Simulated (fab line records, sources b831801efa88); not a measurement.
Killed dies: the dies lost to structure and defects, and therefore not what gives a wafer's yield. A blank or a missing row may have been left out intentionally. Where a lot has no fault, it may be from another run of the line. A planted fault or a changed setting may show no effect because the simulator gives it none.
One fault seen from 2 desks ; flow sky130 ; every desk sees just its own numbers, and what lay behind them comes last

THE TOOL OWNER'S DESK: plasmaAsher-01
The tool's own readings at SKY_VT_ADJUST_HVTP_STRIP_10 (strips in O2/N2): means of the sampled wafers that have a number, for each lot that ran on this tool. The brackets show how far a lot's mean lies from the usual mean; more than 4 standard deviations puts the lot out of limits, marked OUT.
Columns: A = drypumpMotorCurrentA at SKY_VT_ADJUST_HVTP_STRIP_10, usual 5.7 A; B = o2FlowSccm at SKY_VT_ADJUST_HVTP_STRIP_10, usual 3000 sccm; C = oesProductAu at SKY_VT_ADJUST_HVTP_STRIP_10, usual 0.715 a.u.; D = stripTimeToEndpointS at SKY_VT_ADJUST_HVTP_STRIP_10, usual 14.19 s
lot;first seen here;A;B;C;D
L610;day 7 15:38;6.0;2997;0.714;14.20
L611;day 7 22:08;6.0;3004;0.714;14.18
L612;day 8 03:49;5.7;3016;0.716;14.22
L620;day 10 08:58;5.9;3002;0.933 (+45) OUT;-
Finding of this desk: L620 out of limits; the first was L620 at day 10 08:58, on oesProductAu at SKY_VT_ADJUST_HVTP_STRIP_10. Within limits: L610, L611, L612.

METROLOGY DESK
Means of the sampled wafers that have a number, per lot and without regard to the tool the lot ran on: this is what the gauges read. The brackets show how far a lot's mean lies from the usual mean; more than 4 standard deviations puts the lot out of limits, marked OUT.
Columns: A = FIELD_ISO_CVD_24_THK at SKY_FIELD_ISO_THK_MEAS_25, usual 599 nm; B = VT_ADJUST_LVTN_TW at SKY_VT_ADJUST_LVTN_TW_MEAS_10, usual 243; C = LI_CONTACT_OVL at SKY_LI_CONTACT_OVL_MEAS_13, usual -2 nm
lot;first seen here;A;B;C
L604;day 2 09:19;597;246;-8
L605;day 2 14:57;604;240;3
L606;day 2 18:37;592;239;0
L607;day 2 23:58;601;239;-6
L610;day 3 14:13;603;242;-5
L611;day 3 20:10;596;246;2
L612;day 4 00:04;606;241;10
L614;day 4 12:20;596;248;-5
L619;day 5 18:49;599;238;-4
L620;day 5 18:49;593;30 (-65) OUT;-12
L621;day 5 23:40;597;248;3
L625;day 6 21:43;602;245;2
L627;day 7 06:13;607;245;-7
Per this desk, out of limits: L620; the first was L620, day 11 07:16 (VT_ADJUST_LVTN_TW at SKY_VT_ADJUST_LVTN_TW_MEAS_10). Within limits: L604, L605, L606, L607, L610, L611, L612, L614, L619, L621, L625, L627.

PUT TOGETHER
The tool owner's desk had the chance to raise an alarm at day 10 08:58 on L620.
L620 would have let the metrology desk raise an alarm at day 11 07:16.
SKY_VT_ADJUST_HVTP_STRIP_10 was run on plasmaAsher-01 by each of the lots named.

WHAT THE SIMULATOR HAD INSERTED
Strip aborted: plasmaAsher-01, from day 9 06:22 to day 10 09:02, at SKY_VT_ADJUST_HVTP_STRIP_10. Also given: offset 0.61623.
Lots struck among those shown: L620.
Hours from the fault's start to each desk's first reading out of limits: the tool owner's desk, 27; the metrology desk, 49.
